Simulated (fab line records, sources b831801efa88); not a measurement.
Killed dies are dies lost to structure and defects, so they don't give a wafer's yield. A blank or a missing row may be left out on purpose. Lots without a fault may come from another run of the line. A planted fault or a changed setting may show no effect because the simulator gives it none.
Split-lot experiment | flow sky130 | 5 lots, 23 wafers read, on a route of 708 steps

THE SPLIT
At SKY_NWELL_OXIDATION_01 (stabilise 600 s, purge 300 s, target thk 10 nm), the setting temp_c was moved away from the recipe's 900 C on 15 of the 23 wafers read, by -1.2% to +1.3%. The other wafers ran this setting at the recipe's value.

The file shows no step between the split and the reading.

THE READING
NWELL_OXIDATION_THK, in nm, at SKY_NWELL_THK_MEAS_02. Fault-free wafers of this fab line usually give 10.00 nm, standard deviation 0.2 nm.

wafer  | tool, chamber at the split | temp_c as run, C | against the recipe | NWELL_OXIDATION_THK, nm | against lot-mates on the recipe
L074.1 | -, -                       | 889              | -1.2%              | 9.19                    | no lot-mate on the recipe
L074.2 | -, -                       | 889              | -1.2%              | 8.96                    | no lot-mate on the recipe
L074.3 | -, -                       | 889              | -1.2%              | 9.14                    | no lot-mate on the recipe
L074.4 | -, -                       | 889              | -1.2%              | 8.95                    | no lot-mate on the recipe
L074.6 | -, -                       | 889              | -1.2%              | 8.98                    | no lot-mate on the recipe
L075.1 | furnace-01, 0              | 900              | recipe             | 9.85                    | -
L075.2 | furnace-01, 0              | 900              | recipe             | 9.93                    | -
L075.6 | furnace-01, 0              | 900              | recipe             | 10.12                   | -
L077.1 | -, -                       | 912              | +1.3%              | 11.33                   | no lot-mate on the recipe
L077.2 | -, -                       | 912              | +1.3%              | 11.50                   | no lot-mate on the recipe
L077.4 | -, -                       | 912              | +1.3%              | 11.63                   | no lot-mate on the recipe
L077.5 | -, -                       | 912              | +1.3%              | 11.42                   | no lot-mate on the recipe
L077.6 | -, -                       | 912              | +1.3%              | 11.49                   | no lot-mate on the recipe
L079.1 | -, -                       | 900              | recipe             | 9.98                    | -
L079.2 | -, -                       | 900              | recipe             | 10.19                   | -
L079.4 | -, -                       | 900              | recipe             | 10.23                   | -
L079.5 | -, -                       | 900              | recipe             | 10.09                   | -
L079.6 | -, -                       | 900              | recipe             | 10.03                   | -
L083.1 | -, -                       | 911.4            | +1.3%              | 11.45                   | no lot-mate on the recipe
L083.2 | -, -                       | 911.4            | +1.3%              | 11.38                   | no lot-mate on the recipe
L083.4 | -, -                       | 911.4            | +1.3%              | 11.45                   | no lot-mate on the recipe
L083.5 | -, -                       | 911.4            | +1.3%              | 11.18                   | no lot-mate on the recipe
L083.6 | -, -                       | 911.4            | +1.3%              | 11.48                   | no lot-mate on the recipe

THE FIT
A straight line over all 23 wafers: NWELL_OXIDATION_THK changes by +0.962 nm for each +1% of temp_c; r = +0.99; the points scatter about the line by 0.14 nm.
Too few moved wafers have a lot-mate on the recipe to fit a line with each lot's own level taken away.

THE WHOLE CHAIN: every reading that the file lists as answering this split, in the file's order
step                   | what it does                                   | reading                                                                            | change (the file's fit)               | r (the file's)
SKY_NWELL_OXIDATION_01 | stabilise 600 s, purge 300 s, target thk 10 nm | SiO2_of_NWELL_OXIDATION_01.thk_nm (the simulator's own value, which no gauge read) | +0.967 nm for each +1% of the setting | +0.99
SKY_NWELL_THK_MEAS_02  |                                                | NWELL_OXIDATION_THK                                                                | +0.964 for each +1% of the setting    | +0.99

THE FILE'S OWN FIT
NWELL_OXIDATION_THK changes by +0.964 nm for each +1% of temp_c, r = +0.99.
